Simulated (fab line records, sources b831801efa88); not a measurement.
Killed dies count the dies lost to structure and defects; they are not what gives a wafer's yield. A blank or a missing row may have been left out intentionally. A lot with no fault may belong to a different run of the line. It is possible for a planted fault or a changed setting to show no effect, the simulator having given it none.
The tool behind it: which one? :: flow sky130 :: 11 lots, 33 wafers sampled, at 1 step of a route of 708

== WHAT THE GAUGES READ, wafer by wafer ==
SKY_LI_CONTACT_OVL_MEAS_13.
lot: L923
measured: day 30 19:47
on: overlay-01
LI_CONTACT_OVL (nm): 1 5 -3

lot: L925
measured: day 30 21:17
on: overlay-01
LI_CONTACT_OVL (nm): -2 -6 2

lot: L927
measured: day 31 09:44
on: overlay-02
LI_CONTACT_OVL (nm): 8 7 9

lot: L935
measured: day 34 01:31
on: overlay-02
LI_CONTACT_OVL (nm): 4 9 1

lot: L936
measured: day 34 08:46
on: overlay-02
LI_CONTACT_OVL (nm): 2 2 4

lot: L938
measured: day 34 13:19
on: overlay-02
LI_CONTACT_OVL (nm): -7 -7 -9

lot: L939
measured: day 34 22:19
on: overlay-02
LI_CONTACT_OVL (nm): 4 7 2

lot: L941
measured: day 35 14:25
on: overlay-02
LI_CONTACT_OVL (nm): 4 5 4

lot: L942
measured: day 35 16:23
on: overlay-01
LI_CONTACT_OVL (nm): 1 4 7

lot: L944
measured: day 35 23:50
on: overlay-02
LI_CONTACT_OVL (nm): -5 -6 -2

lot: L943
measured: day 36 03:37
on: overlay-01
LI_CONTACT_OVL (nm): 0 4 4

== WHICH TOOL RAN EACH LOT (tool, then ch and the chambers of the sampled wafers, then the start) ==
There is no process step in the record ahead of these readings.

== THE ANSWER, worked out from the rows above alone ==
Rule: usual is defined by the lots themselves. Put in order of their means at a reading, lots are off if they are a third of the lots or fewer, leave a main group of 4 or more, and stand apart from it by a gap of 3 or more times the standard deviation of the main group's means; of several such gaps the widest counts. Not used: any main group whose means are identical at the precision the tables above print for the reading. A lot without any number at a reading at which 4 lots or more have one is off too. All remaining lots with rows at the step are treated as sound.
No lot is off at any reading shown: from this, nothing can be told.

== WHAT THE SIMULATOR PUT IN ==
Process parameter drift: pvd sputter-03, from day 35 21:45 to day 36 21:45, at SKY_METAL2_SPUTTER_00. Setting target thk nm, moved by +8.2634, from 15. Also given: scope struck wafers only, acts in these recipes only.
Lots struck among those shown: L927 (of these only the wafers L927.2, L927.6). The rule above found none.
